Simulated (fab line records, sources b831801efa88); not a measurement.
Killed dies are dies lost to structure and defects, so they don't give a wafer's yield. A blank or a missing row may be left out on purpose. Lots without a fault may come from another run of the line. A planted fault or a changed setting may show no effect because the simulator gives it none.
Which tool did it? | flow gf180mcu | 13 lots, 39 wafers sampled, at 4 steps of a route of 602

WHAT THE GAUGES READ, wafer by wafer
GF_VT_IMPLANT_OVL_MEAS_40.
lot  | measured     | on         | VT_IMPLANT_03_OVL (nm)
L914 | day 7 21:48  | overlay-01 | 2.7 1.4 3.0
L915 | day 8 02:34  | overlay-02 | 0.9 1.4 -0.4
L917 | day 8 16:37  | overlay-02 | -0.2 1.3 -0.6
L918 | day 8 23:51  | overlay-02 | 0.1 0.0 -0.3
L921 | day 9 19:31  | overlay-01 | 1.9 2.6 3.9
L925 | day 11 01:37 | overlay-02 | -1.3 1.0 0.0
L926 | day 11 05:35 | overlay-01 | 1.9 4.6 0.4
L927 | day 11 12:18 | overlay-01 | 4.4 3.2 4.6
L928 | day 11 21:38 | overlay-02 | -0.9 1.4 -0.1
L929 | day 12 03:02 | overlay-01 | 3.0 3.7 1.5
L930 | day 12 07:59 | overlay-02 | 2.0 1.8 2.5
L931 | day 12 15:39 | overlay-01 | 2.2 1.0 1.1
L932 | day 13 01:49 | overlay-02 | 0.9 1.3 -0.3

GF_POLY_GATE_OVL_MEAS_11.
lot  | measured     | on         | POLY_GATE_OVL (nm)
L914 | day 9 15:58  | overlay-01 | 4 1 -1
L915 | day 9 22:15  | overlay-02 | -9 -7 -4
L917 | day 10 11:38 | overlay-01 | 3 -4 -3
L918 | day 10 19:01 | overlay-01 | 6 1 2
L921 | day 11 14:13 | overlay-01 | -8 -3 -5
L925 | day 13 00:49 | overlay-02 | -5 6 1
L926 | day 13 04:14 | overlay-01 | -3 0 -3
L927 | day 13 10:22 | overlay-01 | 0 1 -5
L928 | day 13 19:35 | overlay-01 | 23 31 33
L929 | day 14 03:56 | overlay-01 | 19 16 30
L930 | day 14 08:35 | overlay-01 | -14 0 -5
L931 | day 14 16:19 | overlay-02 | 41 35 31
L932 | day 15 02:08 | overlay-02 | 26 35 30

WHICH TOOL RAN EACH LOT (tool, then ch and the chambers of the sampled wafers, then the start)
lot  | GF_VT_IMPLANT_STRIP_42               | GF_POLY_GATE_EXPOSE_07
L914 | plasma_asher-03 ch 0,1, day 7 21:59  | krf_scanner-02 ch 0, day 9 07:22
L915 | plasma_asher-03 ch 0,1, day 8 02:45  | krf_scanner-02 ch 0, day 9 13:18
L917 | plasma_asher-04 ch 0,1, day 8 16:47  | krf_scanner-02 ch 0, day 10 02:15
L918 | plasma_asher-02 ch 0,1, day 9 00:02  | krf_scanner-02 ch 0, day 10 09:55
L921 | plasma_asher-04 ch 0,1, day 9 19:41  | krf_scanner-02 ch 0, day 11 04:44
L925 | plasma_asher-02 ch 0,1, day 11 01:47 | krf_scanner-01 ch 0, day 12 14:36
L926 | plasma_asher-04 ch 0,1, day 11 05:48 | krf_scanner-02 ch 0, day 12 18:10
L927 | plasma_asher-03 ch 0,1, day 11 12:29 | krf_scanner-02 ch 0, day 12 23:57
L928 | plasma_asher-02 ch 0,1, day 11 21:49 | krf_scanner-02 ch 0, day 13 09:29
L929 | plasma_asher-02 ch 0,1, day 12 03:13 | krf_scanner-02 ch 0, day 13 17:22
L930 | plasma_asher-04 ch 0,1, day 12 08:12 | krf_scanner-01 ch 0, day 13 22:13
L931 | plasma_asher-02 ch 0,1, day 12 15:50 | krf_scanner-02 ch 0, day 14 05:41
L932 | plasma_asher-02 ch 0,1, day 13 01:59 | krf_scanner-02 ch 0, day 14 15:12
- GF_VT_IMPLANT_STRIP_42: strips in O2/N2.
- GF_POLY_GATE_EXPOSE_07: exposes mask Poly2, target cd 280 nm.

WHAT THE TOOLS THEMSELVES READ (means of the sampled wafers that have a number; where no wafer has one, the mark that the record gives instead)
GF_VT_IMPLANT_STRIP_42.
lot  | tool            | chamber_pressure_mTorr (mTorr) | drypump_motor_current_A (A) | heater_power_w (W) | oes_product_au (a.u.) | strip_time_to_endpoint_s (s)
L914 | plasma_asher-03 | 1499.8                         | 5.9                         | 295                | 0.717                 | 12.61
L915 | plasma_asher-03 | 1500.9                         | 5.9                         | 294                | 0.715                 | 12.64
L917 | plasma_asher-04 | 1501.4                         | 5.6                         | 357                | 0.719                 | 12.68
L918 | plasma_asher-02 | 1500.2                         | 6.2                         | 332                | 0.718                 | 12.67
L921 | plasma_asher-04 | 1499.1                         | 5.5                         | 379                | 0.716                 | 12.68
L925 | plasma_asher-02 | 1499.4                         | 6.4                         | 361                | 0.713                 | 12.63
L926 | plasma_asher-04 | 1499.9                         | 5.6                         | 363                | 0.716                 | 12.67
L927 | plasma_asher-03 | 1499.6                         | 5.9                         | 292                | 0.714                 | 12.62
L928 | plasma_asher-02 | 1499.3                         | 6.2                         | 332                | 0.713                 | 12.64
L929 | plasma_asher-02 | 1500.4                         | 6.2                         | 336                | 0.713                 | 12.67
L930 | plasma_asher-04 | 1499.3                         | 5.5                         | 366                | 0.713                 | 12.68
L931 | plasma_asher-02 | 1500.0                         | 6.2                         | 339                | 0.719                 | 12.67
L932 | plasma_asher-02 | 1500.4                         | 6.2                         | 334                | 0.714                 | 12.62

THE ANSWER, worked out from the rows above alone
Rule: what is usual is taken from the lots themselves. Put in order of their means at a reading, lots are off if they are a third of the lots or fewer, leave a main group of 4 or more, and stand apart from it by a gap of 3 or more times the standard deviation of the main group's means; of several such gaps the widest counts. A main group whose means are all the same, to the digits that the tables above print for the reading, isn't used. A lot without any number at a reading at which 4 lots or more have one is off too. The other lots that the step has rows for count as sound. The gauges are gone through in route order, then the tools' own readings, and for those a lot's mean is taken as printed above. The first step at which some lot is off is used, and at that step the reading that is off furthest; a lot without a number counts as furthest.
Off: L928, L929, L931, L932, at GF_POLY_GATE_OVL_MEAS_11 (POLY_GATE_OVL). The main group: mean -2 nm, standard deviation 3.3.
A tool fits if, at a process step before that reading, it ran every lot that is off, and no sound lot after the first of them. The gauges at GF_POLY_GATE_OVL_MEAS_11 are tried like those tools. Can't be told from this: 2 tools fit, plasma_asher-02 at GF_VT_IMPLANT_STRIP_42, krf_scanner-02 at GF_POLY_GATE_EXPOSE_07.

WHAT THE SIMULATOR HAD PUT IN
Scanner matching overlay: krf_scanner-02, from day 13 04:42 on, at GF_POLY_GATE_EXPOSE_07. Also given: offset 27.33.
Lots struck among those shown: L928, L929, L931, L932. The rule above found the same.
